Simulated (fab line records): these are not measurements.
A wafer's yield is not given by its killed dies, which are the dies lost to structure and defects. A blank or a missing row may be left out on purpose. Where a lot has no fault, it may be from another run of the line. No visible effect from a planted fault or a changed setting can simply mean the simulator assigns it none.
What tool caused it? + flow sky130 + Sampling: 11 lots, 33 wafers, 5 of 708 route steps

## WHAT THE GAUGES READ, wafer by wafer
SKY_LI_CONTACT_RS_MEAS_22: uses a four-point probe to measure.
| lot  | measured     | on            | LI_CONTACT_W_RS (ohm/sq) |
|------|--------------|---------------|--------------------------|
| L972 | day 30 23:26 | film metro-04 | 0.289 0.283 0.288        |
| L976 | day 32 01:48 | film metro-04 | 0.292 0.279 0.277        |
| L977 | day 32 08:44 | film metro-04 | 0.281 0.287 0.283        |
| L979 | day 33 08:43 | film metro-01 | 0.286 0.286 0.285        |
| L981 | day 33 16:44 | film metro-01 | 0.285 0.287 0.287        |
| L983 | day 34 16:23 | film metro-04 | 0.288 0.288 0.290        |
| L984 | day 34 22:04 | film metro-01 | 0.283 0.289 0.281        |
| L985 | day 35 00:50 | film metro-01 | 0.282 0.283 0.282        |
| L986 | day 35 04:31 | film metro-01 | 0.286 0.289 0.287        |
| L989 | day 35 21:46 | film metro-01 | 0.285 0.283 0.285        |
| L992 | day 36 16:13 | film metro-01 | 0.290 0.290 0.278        |

## WHICH TOOL RAN EACH LOT (tool, then ch and the chambers of the sampled wafers, then the start)
| lot  | SKY_LDD_P_COAT_02                 | SKY_LDD_P_STRIP_10                   | SKY_LDD_HVN_STRIP_09                 | SKY_LI_CONTACT_CVD_21         |
|------|-----------------------------------|--------------------------------------|--------------------------------------|-------------------------------|
| L972 | litho track-04 ch 0, day 20 01:36 | plasma asher-01 ch 0,1, day 20 17:47 | plasma asher-03 ch 0,1, day 22 01:50 | cvd w-02 ch 0,1, day 30 23:18 |
| L976 | litho track-02 ch 0, day 21 08:20 | plasma asher-01 ch 0,1, day 22 00:26 | plasma asher-02 ch 0,1, day 23 06:58 | cvd w-02 ch 0,1, day 32 01:41 |
| L977 | litho track-04 ch 0, day 21 18:42 | plasma asher-04 ch 0,1, day 22 10:05 | plasma asher-01 ch 0,1, day 23 15:47 | cvd w-01 ch 0,1, day 32 08:35 |
| L979 | litho track-02 ch 0, day 22 19:08 | plasma asher-04 ch 0,1, day 23 10:28 | plasma asher-02 ch 0,1, day 24 15:50 | cvd w-02 ch 1, day 33 08:35   |
| L981 | litho track-02 ch 0, day 23 05:11 | plasma asher-04 ch 0,1, day 23 20:35 | plasma asher-01 ch 1, day 25 02:41   | cvd w-01 ch 0,1, day 33 16:37 |
| L983 | litho track-02 ch 0, day 24 05:18 | plasma asher-03 ch 0,1, day 24 21:05 | plasma asher-02 ch 0,1, day 26 03:34 | cvd w-01 ch 0,1, day 34 16:14 |
| L984 | litho track-02 ch 0, day 24 06:54 | plasma asher-03 ch 0,1, day 24 22:37 | plasma asher-01 ch 0,1, day 26 04:59 | cvd w-02 ch 0,1, day 34 21:55 |
| L985 | litho track-03 ch 0, day 24 13:33 | plasma asher-04 ch 0,1, day 25 05:16 | plasma asher-02 ch 0,1, day 26 11:41 | cvd w-01 ch 0,1, day 35 00:43 |
| L986 | litho track-02 ch 0, day 24 18:30 | plasma asher-03 ch 0,1, day 25 10:29 | plasma asher-01 ch 0,1, day 26 16:19 | cvd w-02 ch 1, day 35 04:22   |
| L989 | litho track-04 ch 0, day 25 16:24 | plasma asher-01 ch 0, day 26 07:58   | plasma asher-02 ch 0,1, day 27 12:44 | cvd w-01 ch 0,1, day 35 21:37 |
| L992 | litho track-03 ch 0, day 26 12:14 | plasma asher-01 ch 0,1, day 27 03:49 | plasma asher-01 ch 0,1, day 28 09:11 | cvd w-02 ch 0,1, day 36 16:05 |
- SKY_LDD_P_COAT_02: resist thk 1140 nm.
- SKY_LDD_P_STRIP_10: strips in O2/N2.
- SKY_LDD_HVN_STRIP_09: strips in O2/N2.
- SKY_LI_CONTACT_CVD_21: deposits W, target thk 400 nm, time 120.56 s.

## THE ANSWER, worked out from the rows above alone
Rule: the lots themselves supply what counts as usual. Put in order of their means at a reading, lots are off if they are a third of the lots or fewer, leave a main group of 4 or more, and stand apart from it by a gap of 3 or more times the standard deviation of the main group's means; of several such gaps the widest counts. If all means in a main group match to the digits the tables above print for the reading, that group is not used. A lot without any number at a reading at which 4 lots or more have one is off too. All remaining lots with rows at the step are treated as sound.
No lot is off on any of the readings shown, so nothing can be concluded from this.

## WHAT THE SIMULATOR HAD PUT IN
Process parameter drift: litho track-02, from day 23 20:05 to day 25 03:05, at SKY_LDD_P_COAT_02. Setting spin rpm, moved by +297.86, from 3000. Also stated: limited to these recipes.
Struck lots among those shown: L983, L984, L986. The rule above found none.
